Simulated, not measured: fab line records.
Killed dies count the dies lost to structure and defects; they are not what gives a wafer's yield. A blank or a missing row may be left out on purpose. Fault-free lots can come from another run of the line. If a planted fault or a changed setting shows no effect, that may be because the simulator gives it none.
Which tool is to blame? ; flow gf180mcu ; Sampling: 14 lots, 42 wafers, 4 of 602 route steps

WHAT THE GAUGES READ, wafer by wafer
GF_SAB_CD_MEAS_09: target cd 420 nm. Usual: 420.3 nm for cd-nm, sd 2.6.
lot;measured;on;cd-nm (nm);flag
L218;day 14 20:56;cd-sem-02;422.9 423.3 421.2;
L219;day 15 08:05;cd-sem-02;421.0 420.3 423.2;
L220;day 15 10:26;cd-sem-02;419.4 417.3 419.4;
L221;day 16 02:46;cd-sem-02;420.5 421.6 422.4;
L222;day 16 10:14;cd-sem-02;420.1 417.7 419.2;
L223;day 17 13:51;cd-sem-01;421.0 420.4 421.4;
L225;day 17 12:50;cd-sem-02;421.1 421.8 419.0;
L232;day 20 12:31;cd-sem-01;422.4 423.5 424.7;
L233;day 21 02:23;cd-sem-01;418.0 419.5 416.2;
L235;day 21 14:56;cd-sem-02;424.0 425.2 423.8;
L236;day 21 20:53;cd-sem-02;415.0 416.0 417.4;
L237;day 22 06:31;cd-sem-02;422.2 422.0 422.9;
L239;day 22 23:13;cd-sem-02;419.7 420.6 419.6;
L241;day 23 09:13;cd-sem-02;423.2 425.9 425.5;

GF_SALICIDE_THK_MEAS_05: measures by xrf. Usual: SALICIDE_TIN_THK typically reads 20.27 nm, with standard deviation 0.24.
lot;measured;on;SALICIDE_TIN_THK (nm);flag
L218;day 14 21:36;film-metro-04;20.00 20.12 20.33;
L219;day 15 08:53;film-metro-03;20.15 19.94 20.17;
L220;day 15 11:17;film-metro-03;20.31 20.26 20.19;
L221;day 16 03:26;film-metro-03;20.27 20.08 20.47;
L222;day 16 10:55;film-metro-02;20.62 20.46 20.48;
L223;day 17 14:34;film-metro-02;20.23 20.13 20.40;
L225;day 17 13:33;film-metro-04;20.33 20.02 20.57;
L232;day 20 13:11;film-metro-03;20.24 20.32 20.48;
L233;day 21 03:04;film-metro-02;20.24 20.49 20.53;
L235;day 21 15:37;film-metro-04;19.93 19.97 20.13;
L236;day 21 21:42;film-metro-04;20.04 20.37 19.98;
L237;day 22 07:10;film-metro-04;20.16 19.99 20.25;
L239;day 22 23:53;film-metro-03;19.74 19.79 20.17;
L241;day 23 09:53;film-metro-04;20.23 20.23 20.41;

GF_M1_CD_MEAS_14: target cd 230 nm. Usual: 230.4 nm for cd-nm, sd 1.1.
lot;measured;on;cd-nm (nm);flag
L218;day 16 20:07;cd-sem-01;232.0 233.0 232.0;
L219;day 17 07:53;cd-sem-01;230.7 231.6 230.8;
L220;day 17 09:55;cd-sem-02;230.9 229.7 229.7;
L221;day 18 04:21;cd-sem-02;230.1 229.6 229.3;
L222;day 18 11:08;cd-sem-01;230.3 231.2 230.6;
L223;day 19 16:41;cd-sem-01;232.6 232.4 231.8;
L225;day 19 15:16;cd-sem-01;231.2 230.3 230.6;
L232;day 22 15:25;cd-sem-01;230.9 230.9 229.9;
L233;day 23 04:06;cd-sem-02;229.2 229.7 229.2;
L235;day 23 16:06;cd-sem-01;232.0 231.5 231.0;
L236;day 23 22:07;cd-sem-01;231.4 231.9 232.1;
L237;day 24 07:19;cd-sem-02;229.7 230.4 229.9;
L239;day 24 23:51;cd-sem-02;230.1 229.3 230.4;
L241;day 25 09:10;cd-sem-02;229.4 230.3 229.6;

WHAT TOOL EACH LOT RAN ON (gives the tool, then ch and the chambers of the sampled wafers, and finally the start)
lot;GF_MVSD_DEVELOP_06
L218;litho-track-02 ch 0, day 4 10:00
L219;litho-track-02 ch 0, day 4 16:00
L220;litho-track-04 ch 0, day 4 20:00
L221;litho-track-03 ch 0, day 5 04:00
L222;litho-track-02 ch 0, day 5 11:00
L223;litho-track-02 ch 0, day 5 22:00
L225;litho-track-03 ch 0, day 6 00:00
L232;litho-track-04 ch 0, day 7 22:00
L233;litho-track-03 ch 0, day 8 10:00
L235;litho-track-03 ch 0, day 8 21:00
L236;litho-track-03 ch 0, day 9 00:00
L237;litho-track-02 ch 0, day 9 06:00
L239;litho-track-04 ch 0, day 9 18:00
L241;litho-track-02 ch 0, day 10 01:00
- GF_MVSD_DEVELOP_06: develop time 60 s.

AS READ BY THE TOOLS THEMSELVES (means over the sampled wafers that have a number; for cases with no such wafer, the mark the record gives instead)
GF_MVSD_DEVELOP_06. Usual: 23.01 C for developer-temp-C, sd 0.097.
lot;tool;developer-temp-C (C);flag
L218;litho-track-02;22.96;
L219;litho-track-02;23.02;
L220;litho-track-04;23.10;
L221;litho-track-03;23.00;
L222;litho-track-02;22.96;
L223;litho-track-02;23.05;
L225;litho-track-03;23.01;
L232;litho-track-04;22.92;
L233;litho-track-03;23.04;
L235;litho-track-03;22.17;OFF
L236;litho-track-03;22.09;OFF
L237;litho-track-02;23.14;
L239;litho-track-04;22.97;
L241;litho-track-02;23.03;

THE ANSWER, worked out from the rows above alone
Rule: lot off if the mean of its wafers having a number is beyond 3 standard deviations from the usual mean. Also off: a lot with no number at a reading for which 4 or more lots have one. Where the step has rows for the other lots, those lots are counted as sound. First the gauges in route order, then the tools' own readings, where a lot's mean is used as printed above. At the first step where some lot is off, the reading lying furthest off is the one used; lots without a number count as furthest.
Off: L235, L236, at GF_MVSD_DEVELOP_06 (developer-temp-C).
A tool fits if, at that step or a process step before it, it ran every lot that is off, and no sound lot after the first of them. One fits: litho-track-03 at GF_MVSD_DEVELOP_06. A fault onset in the window from L233 (day 8 10:00, its last sound lot) to L235 (day 8 21:00, its first lot off) fits.
The tool's own readings at GF_MVSD_DEVELOP_06 bear it out: on the lots that are off they differ by more than 5 times the standard deviation of the sound lots' means. developer-temp-C reads 22.13 C there against 23.02 C on the sound lots.

WHAT THE SIMULATOR HAD INSERTED
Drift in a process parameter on litho-track-03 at GF_MVSD_DEVELOP_06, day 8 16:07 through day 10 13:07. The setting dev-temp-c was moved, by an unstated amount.
Shown lots that were struck: L235, L236. The rule given above showed the same thing.
